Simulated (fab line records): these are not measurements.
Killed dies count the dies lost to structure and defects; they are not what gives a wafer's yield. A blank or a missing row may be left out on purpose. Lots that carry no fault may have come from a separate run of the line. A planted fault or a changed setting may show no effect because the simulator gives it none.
A lot that was struck, set against a sound lot | flow sky130 | 43 out of 708 route steps
Sound: these wafers, L357.3, L357.4, L357.6. The struck wafers were L369.4, L369.5, L369.6. The cause is named last.
For every step that has rows: the tool of each side, followed by ch and its chambers, followed by its first start. Under that, the readings that differ: sound wafers | struck wafers | difference of the means | sigmas: that difference in standard deviations of wafers without a fault.
alike: readings whose means differ by less than 2 such deviations, and words and numbers that are the same on both sides. not compared: withheld readings, readings that some wafer has no value for, bounds like >300 that may hide the same value, and numbers for which the record gives no deviation and whose values overlap.
A row with sigmas, a row that says differs or no value, or rows on one side alone: a step with any of these is where the two part. Non-overlapping numbers with no deviation appear without sigmas and do not part them. A reading missing from all wafers of one side parts the sides only when that side holds two or more wafers.

first, 3 steps without rows for these wafers: SKY_FIELD_ISO_EXPOSE_10 (exposes mask FOM, target cd 150 nm); SKY_FIELD_ISO_PEB_11; SKY_FIELD_ISO_DEVELOP_12 (develop time 60 s).
SKY_FIELD_ISO_CD_MEAS_13: the cd target is 150 nm.
  struck on cd_sem-02, day 5 11:02; sound on cd_sem-02, day 2 20:11
  reading    | sound             | struck            | difference | sigmas
  cd_nm (nm) | 152.0 152.9 152.4 | 149.9 149.0 147.8 | -3.5       | -3
SKY_FIELD_ISO_ETCH_14: etches BARC in N2/H2, stops on SiO2, time 45.9 s, target depth 60 nm.
  sound on rie_diel-02 ch 1,2,3, day 2 20:16; struck on rie_diel-03 ch 0,1,3, day 5 11:06
  alike: drypump_motor_current_A, oes_product_au, throttle_valve_pct
  not compared: rf_hours_counter_h
then, 1 step without rows for these wafers: SKY_FIELD_ISO_ETCH_15 (etches the open film in CHF3/O2, stops on Si, target depth 180 nm, time 72 s).
SKY_FIELD_ISO_STRIP_16: strips in O2/N2.
  sound on plasma_asher-02 ch 0,1, day 2 20:24; struck on plasma_asher-04 ch 0,1, day 5 11:14
  alike: drypump_motor_current_A, oes_product_au, strip_time_to_endpoint_s
  not compared: rf_hours_counter_h
SKY_FIELD_ISO_ETCH_17: etches Si in HBr/Cl2/O2, target depth 342 nm, time 97.7 s.
  sound on rie_si-02 ch 0,1, day 2 20:28; struck on rie_si-01 ch 2,3, day 5 11:18
  alike: drypump_motor_current_A, oes_product_au, throttle_valve_pct
  not compared: rf_hours_counter_h
then, 4 steps without rows for these wafers: SKY_FIELD_ISO_WET_ETCH_18 (etches Si3N4 in H3PO4, target depth 25 nm, time 286 s); SKY_FIELD_ISO_CLEAN_19 (cleans in SC1/SC2, time 150 s); SKY_FIELD_ISO_CLEAN_20 (cleans in dHF, time 20 s); SKY_FIELD_ISO_WET_ETCH_21 (etches SiO2 in dHF, target depth 20 nm, time 400 s).
SKY_FIELD_ISO_OXIDATION_22: stabilise 600 s, purge 300 s, target thk 10 nm.
  sound on furnace-02 ch 0, day 2 21:23; struck on furnace-02 ch 0, day 5 11:38
  alike: spike_tc_bottom_C
SKY_FIELD_ISO_THK_MEAS_23:
  struck on film_metro-04, day 5 12:51; sound on film_metro-04, day 2 22:35
  alike: FIELD_ISO_OXIDATION_01_THK
then, 1 step without rows for these wafers: SKY_FIELD_ISO_CVD_24 (deposits SiO2, target thk 595 nm, time 99.2 s).
SKY_FIELD_ISO_THK_MEAS_25:
  struck on film_metro-03, day 5 12:59; sound on film_metro-03, day 2 22:45
  alike: FIELD_ISO_CVD_24_THK
then, 1 step without rows for these wafers: SKY_FIELD_ISO_ANNEAL_26 (time 1800 s).
SKY_FIELD_ISO_CMP_27: polishes, stops on Si3N4, t overpolish 16 s, target thk 457.8 nm.
  sound on cmp-02 ch 1,2, day 3 01:37; struck on cmp-02 ch 2,3, day 5 15:32
  alike: motor_current_A, overpolish_run_s, time_to_endpoint_s
then, 5 steps without rows for these wafers: SKY_FIELD_ISO_WET_ETCH_28 (etches SiO2 in dHF, target depth 23.7 nm, time 47 s); SKY_FIELD_ISO_WET_ETCH_29 (etches Si3N4 in H3PO4, target depth 160 nm, time 1825 s); SKY_FIELD_ISO_WET_ETCH_30 (etches SiO2 in dHF, target depth 25 nm, time 50 s); SKY_NWELL_CLEAN_00 (cleans in SC1/SC2, time 150 s); SKY_NWELL_OXIDATION_01 (stabilise 600 s, purge 300 s, target thk 10 nm).
SKY_NWELL_THK_MEAS_02:
  struck on film_metro-04, day 5 21:31; sound on film_metro-04, day 3 04:12
  alike: NWELL_OXIDATION_THK
then, 8 steps without rows for these wafers: SKY_DNWELL_DEHYDRATE_00 (time 60 s); SKY_DNWELL_HMDS_01 (prime time 60 s); SKY_DNWELL_COAT_02 (resist thk 3000 nm); SKY_DNWELL_SOFTBAKE_03; SKY_DNWELL_EXPOSE_04 (exposes mask DNM, target cd 3000 nm); SKY_DNWELL_PEB_05; SKY_DNWELL_DEVELOP_06 (develop time 60 s); SKY_DNWELL_IMPLANT_07.
SKY_DNWELL_STRIP_08: strips in O2/N2.
  sound on plasma_asher-04 ch 0,1, day 3 20:32; struck on plasma_asher-03 ch 0,1, day 6 14:08
  reading                      | sound             | struck            | difference | sigmas
  strip_time_to_endpoint_s (s) | 37.02 36.97 37.07 | 36.85 36.67 36.70 | -0.28      | -3
  alike: drypump_motor_current_A, oes_product_au
  not compared: rf_hours_counter_h
SKY_DNWELL_TW_MEAS_09:
  struck on film_metro-01, day 6 14:14; sound on film_metro-04, day 3 20:37
  alike: DNWELL_TW
then, 7 steps without rows for these wafers: SKY_PWDE_DEHYDRATE_00 (time 60 s); SKY_PWDE_HMDS_01 (prime time 60 s); SKY_PWDE_COAT_02 (resist thk 3000 nm); SKY_PWDE_SOFTBAKE_03; SKY_PWDE_EXPOSE_04 (exposes mask PWDEM, target cd 840 nm); SKY_PWDE_PEB_05; SKY_PWDE_DEVELOP_06 (develop time 60 s).
SKY_PWDE_OVL_MEAS_07:
  struck on overlay-02, day 7 09:07; sound on overlay-01, day 4 13:06
  alike: PWDE_OVL
-- the record jumps here: 42 days lie between the struck wafers' starts before and after (it left off in module PWDE and takes up again in module PAD_OPEN, whose first step shown is number 708 of the route) --
SKY_PAD_OPEN_PROBE_99:
  struck on prober-01, day 49 10:16; sound on prober-01, day 46 10:59
  reading                                         | sound                | struck               | difference | sigmas
  model.etest.diode_nwell_sub.leak_log10_a_cm2    | -7.103 -7.46 -7.33   | -6.596 -6.7 -6.647   | +0.650     |
  model.etest.diode_dnwell_sub.leak_log10_a_cm2   | -7.383 -7.374 -7.275 | -6.767 -6.908 -6.796 | +0.520     |
  model.etest.diode_pwell_dnwell.leak_log10_a_cm2 | -7.574 -7.685 -7.562 | -7.253 -7.226 -7.232 | +0.370     |
  model.etest.nfet_16v.off_log10_a_um             | -13.8 -13.78 -13.87  | -13.61 -13.69 -13.72 | +0.14      |
  model.etest.pfet_16v.off_log10_a_um             | -13.81 -13.86 -13.85 | -13.76 -13.71 -13.73 | +0.11      |
  alike: killed_at_M0_to_M3, killed_at_M4_up, killed_at_contacts, killed_at_front_end, killed_at_other, killed_dies, killed_open, killed_short
  not compared: model.etest.cap_ono.gate_bv_v

## WHERE THEY PART
Earliest at SKY_FIELD_ISO_CD_MEAS_13; latest, in this record, at SKY_DNWELL_STRIP_08. Later steps at which nothing parts them and some readings are alike: SKY_DNWELL_TW_MEAS_09, SKY_PWDE_OVL_MEAS_07, SKY_PAD_OPEN_PROBE_99.

WHY: the cause the simulator had injected
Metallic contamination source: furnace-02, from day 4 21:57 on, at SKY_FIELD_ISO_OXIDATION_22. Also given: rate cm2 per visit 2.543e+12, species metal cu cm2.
